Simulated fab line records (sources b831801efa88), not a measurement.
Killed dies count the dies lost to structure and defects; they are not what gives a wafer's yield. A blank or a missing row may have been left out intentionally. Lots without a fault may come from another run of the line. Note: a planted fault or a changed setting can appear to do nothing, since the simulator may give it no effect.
Comparing a struck lot with a sound one || flow sky130 || 17 out of 708 route steps
Sound: these wafers, L490.1, L490.4, L490.6. Struck: wafer L501.4 (left out: L501.2, a lot-mate that was not struck); the cause follows at the end.
Each step with rows lists, per side, the tool, then ch with its chambers, then its first start. Under that, the readings that differ: sound wafers || struck wafers || difference of the means || sigmas: that difference in standard deviations of wafers without a fault.
alike: same words and numbers on both sides, and readings whose means sit less than 2 such deviations apart. not compared: any withheld reading, any reading some wafer has no value for, any bound like >300 that may hide the same value, and any number with overlapping values for which the record gives no deviation.
Wherever a step has rows on one side only, a row that says differs or no value, or a row with sigmas, the two part there. Numbers that have no deviation but don't overlap get no sigmas and don't part them. A reading missing from all wafers of one side parts the sides only when that side holds two or more wafers.

first, 3 steps without rows for these wafers: SKY_LI_CONTACT_EXPOSE_09 (exposes mask LICM1, target cd 170 nm); SKY_LI_CONTACT_PEB_10; SKY_LI_CONTACT_DEVELOP_11 (develop time 60 s).
SKY_LI_CONTACT_CD_MEAS_12: target cd 170 nm.
  sound on cd_sem-01 at day 31 13:57; struck on cd_sem-02 at day 35 15:25
  alike: cd_nm
SKY_LI_CONTACT_OVL_MEAS_13:
  sound on overlay-02 at day 31 14:04; struck on overlay-01 at day 35 15:32
  alike: LI_CONTACT_OVL
SKY_LI_CONTACT_ETCH_14: etches BARC in N2/H2, stops on SiO2, time 45.9 s, target depth 60 nm.
  sound on rie_diel-02 ch 0,2,3, day 31 14:07; struck on rie_diel-04 ch 1, day 35 15:34
  alike: drypump_motor_current_A, oes_product_au, throttle_valve_pct
  not compared: rf_hours_counter_h
then, 1 step without rows for these wafers: SKY_LI_CONTACT_ETCH_15 (etches PSG in C4F8/O2/Ar, stops on Si, target depth 600 nm).
SKY_LI_CONTACT_STRIP_16: strips in O2/N2.
  sound on plasma_asher-02 ch 0,1, day 31 14:14; struck on plasma_asher-02 ch 1, day 35 15:41
  alike: drypump_motor_current_A, oes_product_au, strip_time_to_endpoint_s
  not compared: rf_hours_counter_h
then, 2 steps without rows for these wafers: SKY_LI_CONTACT_CLEAN_17 (cleans in NMP, time 600 s); SKY_LI_CONTACT_PRE_CLEAN_18 (time 5.6 s).
SKY_LI_CONTACT_SPUTTER_19: material Ti, target thk 20 nm, time 106.37 s.
  sound on pvd_sputter-02 at day 31 14:32; struck on pvd_sputter-01 at day 35 15:59
  alike: throttle_valve_pct
SKY_LI_CONTACT_SPUTTER_20: material TiN, target thk 20 nm, time 80 s.
  sound on pvd_sputter-02 at day 31 14:37; struck on pvd_sputter-01 at day 35 16:04
  alike: throttle_valve_pct
SKY_LI_CONTACT_CVD_21: deposits W, target thk 400 nm, time 120.56 s.
  sound on cvd_w-02 ch 0,1, day 31 14:41; struck on cvd_w-01 ch 0, day 35 16:07
{"reading": "model.W_of_LI_CONTACT_CVD_21.thk_nm (nm)", "sound": "395.1 399.4 392.5", "struck": 528, "difference": "+132", "sigmas": ""}
  alike: heater_power_outer_w, heater_power_w
SKY_LI_CONTACT_RS_MEAS_22: the measuring method here is four-point-probe.
  sound on film_metro-01 at day 31 14:49; struck on film_metro-02 at day 35 16:16
{"reading": "LI_CONTACT_W_RS (ohm/sq)", "sound": "0.289 0.285 0.290", "struck": 0.216, "difference": -0.072, "sigmas": -22}
SKY_LI_CONTACT_THK_MEAS_23: measures by xrf.
  sound on film_metro-01 at day 31 14:56; struck on film_metro-02 at day 35 16:23
{"reading": "LI_CONTACT_W_THK (nm)", "sound": "378 383 376", "struck": 509, "difference": "+130", "sigmas": "+25"}
SKY_LI_CONTACT_CMP_24: polishes, stops on PSG, t overpolish 20 s, target thk 0 nm.
  sound on cmp-01 ch 2,3, day 31 14:59; struck on cmp-02 ch 1, day 35 16:26
{"reading": "time_to_endpoint_s (s)", "sound": "106 102 101", "struck": 117, "difference": "+14", "sigmas": "+2"}
  alike: motor_current_A
SKY_LOCAL_INTERCONNECT_SPUTTER_00: material TiN, target thk 100 nm, time 83.3 s.
  sound on pvd_sputter-04 at day 31 15:17; struck on pvd_sputter-03 at day 35 16:44
  alike: throttle_valve_pct

## WHERE THEY PART
Earliest at SKY_LI_CONTACT_RS_MEAS_22; latest, in this record, at SKY_LI_CONTACT_CMP_24. Later steps at which nothing parts them and some readings are alike: SKY_LOCAL_INTERCONNECT_SPUTTER_00.

WHY: the cause the simulator had injected
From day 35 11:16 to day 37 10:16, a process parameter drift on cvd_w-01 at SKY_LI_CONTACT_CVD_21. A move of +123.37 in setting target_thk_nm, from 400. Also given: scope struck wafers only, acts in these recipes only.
